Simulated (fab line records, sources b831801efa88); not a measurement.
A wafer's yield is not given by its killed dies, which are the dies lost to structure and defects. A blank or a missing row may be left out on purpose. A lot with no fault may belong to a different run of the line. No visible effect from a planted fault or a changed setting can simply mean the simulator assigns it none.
Which tool was responsible? || flow gf180mcu || 11 lots with 33 wafers sampled at 3 steps, on a route of 602 steps

WHAT THE GAUGES READ, wafer by wafer
GF_CONTACT_CD_MEAS_14: target cd 220 nm.
{"lot": "L690", "measured": "day 16 16:11", "on": "cd sem-02", "cd nm (nm)": "221.0 221.3 220.8"}
{"lot": "L695", "measured": "day 18 11:53", "on": "cd sem-02", "cd nm (nm)": "219.6 221.0 220.8"}
{"lot": "L696", "measured": "day 18 20:55", "on": "cd sem-02", "cd nm (nm)": "217.9 218.2 217.7"}
{"lot": "L698", "measured": "day 19 16:51", "on": "cd sem-01", "cd nm (nm)": "218.7 219.3 219.8"}
{"lot": "L699", "measured": "day 20 03:58", "on": "cd sem-01", "cd nm (nm)": "219.9 221.1 222.1"}
{"lot": "L700", "measured": "day 20 07:35", "on": "cd sem-01", "cd nm (nm)": "220.3 220.5 221.4"}
{"lot": "L701", "measured": "day 20 19:05", "on": "cd sem-02", "cd nm (nm)": "222.0 220.9 222.0"}
{"lot": "L702", "measured": "day 21 01:16", "on": "cd sem-01", "cd nm (nm)": "217.3 218.8 219.2"}
{"lot": "L703", "measured": "day 21 07:56", "on": "cd sem-01", "cd nm (nm)": "219.6 219.3 219.5"}
{"lot": "L704", "measured": "day 21 18:35", "on": "cd sem-01", "cd nm (nm)": "221.4 221.5 222.0"}
{"lot": "L712", "measured": "day 24 16:17", "on": "cd sem-01", "cd nm (nm)": "220.1 220.1 219.6"}

WHICH TOOL RAN EACH LOT (tool, then ch and the chambers of the sampled wafers, then the start)
{"lot": "L690", "GF_SAB_STRIP_13": "plasma asher-03 ch 0,1, day 15 16:15", "GF_CONTACT_CVD_02": "pecvd-02 ch 1,2, day 15 17:07"}
{"lot": "L695", "GF_SAB_STRIP_13": "plasma asher-02 ch 1, day 17 11:25", "GF_CONTACT_CVD_02": "pecvd-04 ch 1,2, day 17 12:14"}
{"lot": "L696", "GF_SAB_STRIP_13": "plasma asher-01 ch 0, day 17 19:09", "GF_CONTACT_CVD_02": "pecvd-02 ch 0,1,2, day 17 19:59"}
{"lot": "L698", "GF_SAB_STRIP_13": "plasma asher-02 ch 0,1, day 18 14:44", "GF_CONTACT_CVD_02": "pecvd-03 ch 0,1,2, day 18 15:31"}
{"lot": "L699", "GF_SAB_STRIP_13": "plasma asher-01 ch 0,1, day 19 01:20", "GF_CONTACT_CVD_02": "pecvd-04 ch 0,1,2, day 19 02:08"}
{"lot": "L700", "GF_SAB_STRIP_13": "plasma asher-03 ch 0,1, day 19 05:49", "GF_CONTACT_CVD_02": "pecvd-04 ch 1,2, day 19 06:39"}
{"lot": "L701", "GF_SAB_STRIP_13": "plasma asher-02 ch 0,1, day 19 17:38", "GF_CONTACT_CVD_02": "pecvd-04 ch 0,1,2, day 19 18:28"}
{"lot": "L702", "GF_SAB_STRIP_13": "plasma asher-02 ch 0,1, day 19 23:41", "GF_CONTACT_CVD_02": "pecvd-03 ch 0,2, day 20 00:31"}
{"lot": "L703", "GF_SAB_STRIP_13": "plasma asher-01 ch 0,1, day 20 06:11", "GF_CONTACT_CVD_02": "pecvd-03 ch 1,2, day 20 07:02"}
{"lot": "L704", "GF_SAB_STRIP_13": "plasma asher-02 ch 0,1, day 20 17:38", "GF_CONTACT_CVD_02": "pecvd-03 ch 1,2, day 20 18:27"}
{"lot": "L712", "GF_SAB_STRIP_13": "plasma asher-02 ch 0,1, day 23 16:32", "GF_CONTACT_CVD_02": "pecvd-02 ch 0,1, day 23 17:22"}
- GF_SAB_STRIP_13: strips in O2/N2.
- GF_CONTACT_CVD_02: deposits SiO2 from TEOS, target thk 860 nm, time 95.992 s.

THE ANSWER, worked out from the rows above alone
Rule: the lots themselves supply what counts as usual. The widest of any qualifying gaps counts: lots, ordered by their means at a reading, are off when they make up no more than a third of the lots, leave a main group of 4 or more, and stand apart from it by 3 or more times the standard deviation of that group's means. If all means in a main group match to the digits the tables above print for the reading, that group is not used. Also off: a lot with no number at a reading for which 4 or more lots have one. Where the step has rows for the other lots, those lots are counted as sound.
No lot is off on any of the readings shown, so nothing can be concluded from this.

WHAT THE SIMULATOR HAD PUT IN
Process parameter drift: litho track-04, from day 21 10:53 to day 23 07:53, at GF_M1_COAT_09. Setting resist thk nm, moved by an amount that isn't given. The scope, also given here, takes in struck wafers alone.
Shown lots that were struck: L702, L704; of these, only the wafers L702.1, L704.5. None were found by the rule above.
